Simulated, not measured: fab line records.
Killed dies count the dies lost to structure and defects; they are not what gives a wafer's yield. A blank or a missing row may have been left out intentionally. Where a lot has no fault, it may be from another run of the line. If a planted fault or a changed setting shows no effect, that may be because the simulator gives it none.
Matching of chambers || flow sky130 || SKY_VIA3_ETCH_15 on rie diel-01: 4 sister chambers
The step etches SiO2 in C4F8/O2/Ar, stops on TiN, target depth 507 nm, time 78 s. 18 wafers are shown with their chamber, then 9 later ones without.

WAFERS PAIRED WITH THEIR CHAMBERS
{"wafer": "L075.3", "chamber": 1, "oes product au (a.u.)": 0.949}
{"wafer": "L075.5", "chamber": 2, "oes product au (a.u.)": 0.948}
{"wafer": "L075.6", "chamber": 3, "oes product au (a.u.)": 0.954}
{"wafer": "L076.1", "chamber": 0, "oes product au (a.u.)": 0.943}
{"wafer": "L076.2", "chamber": 2, "oes product au (a.u.)": 0.950}
{"wafer": "L076.4", "chamber": 1, "oes product au (a.u.)": 0.955}
{"wafer": "L077.1", "chamber": 2, "oes product au (a.u.)": 0.943}
{"wafer": "L077.4", "chamber": 3, "oes product au (a.u.)": 0.939}
{"wafer": "L077.6", "chamber": 2, "oes product au (a.u.)": 0.945}
{"wafer": "L079.2", "chamber": 1, "oes product au (a.u.)": 0.942}
{"wafer": "L079.3", "chamber": 0, "oes product au (a.u.)": 0.949}
{"wafer": "L079.5", "chamber": 2, "oes product au (a.u.)": 0.934}
{"wafer": "L082.1", "chamber": 0, "oes product au (a.u.)": 0.944}
{"wafer": "L082.4", "chamber": 1, "oes product au (a.u.)": 0.945}
{"wafer": "L082.5", "chamber": 0, "oes product au (a.u.)": 0.943}
{"wafer": "L084.2", "chamber": 3, "oes product au (a.u.)": 0.948}
{"wafer": "L084.4", "chamber": 0, "oes product au (a.u.)": 0.946}
{"wafer": "L084.5", "chamber": 2, "oes product au (a.u.)": 0.941}

SIGNATURES (averages over the wafers above)
{"reading": "oes product au", "chamber 0": 0.94500, "chamber 1": 0.94775, "chamber 2": 0.94350, "chamber 3": 0.94700, "scatter within a chamber": 0.00532}
Rule: a wafer's distance from a chamber is the root of the sum, over the readings, of the square of ((its reading less the chamber's mean) divided by the reading's scatter). The wafer belongs to the nearest chamber; if the next one is less than 2 further off, it can't be placed. The scatter: take each reading less its chamber's mean, square it, sum over the shown wafers, divide by the number of wafers less the number of chambers, and take the root.

WAFERS MISSING THEIR CHAMBER
{"wafer": "L086.2", "oes product au (a.u.)": 0.939}
{"wafer": "L086.3", "oes product au (a.u.)": 0.946}
{"wafer": "L086.5", "oes product au (a.u.)": 0.949}
{"wafer": "L087.1", "oes product au (a.u.)": 0.947}
{"wafer": "L087.4", "oes product au (a.u.)": 0.951}
{"wafer": "L087.5", "oes product au (a.u.)": 0.948}
{"wafer": "L092.1", "oes product au (a.u.)": 0.949}
{"wafer": "L092.2", "oes product au (a.u.)": 0.940}
{"wafer": "L092.4", "oes product au (a.u.)": 0.947}

EACH ONE'S CHAMBER
{"wafer": "L086.2", "from the rows above": "can't be placed: 2 or 0 or 3 or 1", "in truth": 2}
{"wafer": "L086.3", "from the rows above": "can't be placed: 0 or 3 or 1 or 2", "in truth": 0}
{"wafer": "L086.5", "from the rows above": "can't be placed: 1 or 3 or 0 or 2", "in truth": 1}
{"wafer": "L087.1", "from the rows above": "can't be placed: 3 or 1 or 0 or 2", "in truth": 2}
{"wafer": "L087.4", "from the rows above": "can't be placed: 1 or 3 or 0 or 2", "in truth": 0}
{"wafer": "L087.5", "from the rows above": "can't be placed: 1 or 3 or 0 or 2", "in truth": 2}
{"wafer": "L092.1", "from the rows above": "can't be placed: 1 or 3 or 0 or 2", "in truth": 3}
{"wafer": "L092.2", "from the rows above": "can't be placed: 2 or 0 or 3 or 1", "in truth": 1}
{"wafer": "L092.4", "from the rows above": "can't be placed: 3 or 1 or 0 or 2", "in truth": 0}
0 of 9 placed correctly. Can't be placed from these rows: 9 (the true chamber is among the candidates in 9). Placed wrongly: 0.
